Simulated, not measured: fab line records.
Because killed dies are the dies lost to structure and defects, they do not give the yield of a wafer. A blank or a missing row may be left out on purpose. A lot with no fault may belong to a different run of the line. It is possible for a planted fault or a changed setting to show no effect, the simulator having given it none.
The tool behind it: which one? / flow gf180mcu / 7 lots with 20 wafers sampled at 2 steps, on a route of 602 steps

WHAT THE GAUGES SHOWED, per wafer
GF_VT_IMPLANT_OVL_MEAS_29.
lot=L262; measured=day 7 06:29; on=overlay-02; VT_IMPLANT_02_OVL (nm)=1.0 -0.3 0.8
lot=L264; measured=day 7 23:57; on=overlay-01; VT_IMPLANT_02_OVL (nm)=1.1 0.8 1.1
lot=L266; measured=day 8 11:44; on=overlay-02; VT_IMPLANT_02_OVL (nm)=2.7 2.5 2.2
lot=L268; measured=day 8 22:15; on=overlay-01; VT_IMPLANT_02_OVL (nm)=0.0 -0.5 0.1
lot=L271; measured=day 9 23:03; on=overlay-02; VT_IMPLANT_02_OVL (nm)=- 0.2
lot=L279; measured=day 11 23:38; on=overlay-02; VT_IMPLANT_02_OVL (nm)=-1.1 -1.7 -2.5
lot=L284; measured=day 13 09:09; on=overlay-01; VT_IMPLANT_02_OVL (nm)=-1.9 0.4 -1.5

EACH LOT AND THE TOOL THAT RAN IT (in order: tool; ch and the chambers of the sampled wafers; start)
lot=L262; GF_VT_IMPLANT_DEVELOP_28=litho track-04 ch 0, day 7 06:20
lot=L264; GF_VT_IMPLANT_DEVELOP_28=litho track-02 ch 0, day 7 23:49
lot=L266; GF_VT_IMPLANT_DEVELOP_28=litho track-03 ch 0, day 8 11:35
lot=L268; GF_VT_IMPLANT_DEVELOP_28=litho track-02 ch 0, day 8 22:07
lot=L271; GF_VT_IMPLANT_DEVELOP_28=litho track-02 ch 0, day 9 22:55
lot=L279; GF_VT_IMPLANT_DEVELOP_28=litho track-03 ch 0, day 11 23:29
lot=L284; GF_VT_IMPLANT_DEVELOP_28=litho track-02 ch 0, day 13 09:01
- GF_VT_IMPLANT_DEVELOP_28: develop time 60 s.

THE ANSWER, worked out from the rows above alone
Rule: what is usual is taken from the lots themselves. The widest of any qualifying gaps counts: lots, ordered by their means at a reading, are off when they make up no more than a third of the lots, leave a main group of 4 or more, and stand apart from it by 3 or more times the standard deviation of that group's means. A main group is skipped when, at the precision printed for the reading in the tables above, its means are all equal. Also off: a lot with no number at a reading for which 4 or more lots have one. Where the step has rows for the other lots, those lots are counted as sound.
No lot is off on any of the readings shown, so nothing can be concluded from this.

WHAT THE SIMULATOR HAD INSERTED
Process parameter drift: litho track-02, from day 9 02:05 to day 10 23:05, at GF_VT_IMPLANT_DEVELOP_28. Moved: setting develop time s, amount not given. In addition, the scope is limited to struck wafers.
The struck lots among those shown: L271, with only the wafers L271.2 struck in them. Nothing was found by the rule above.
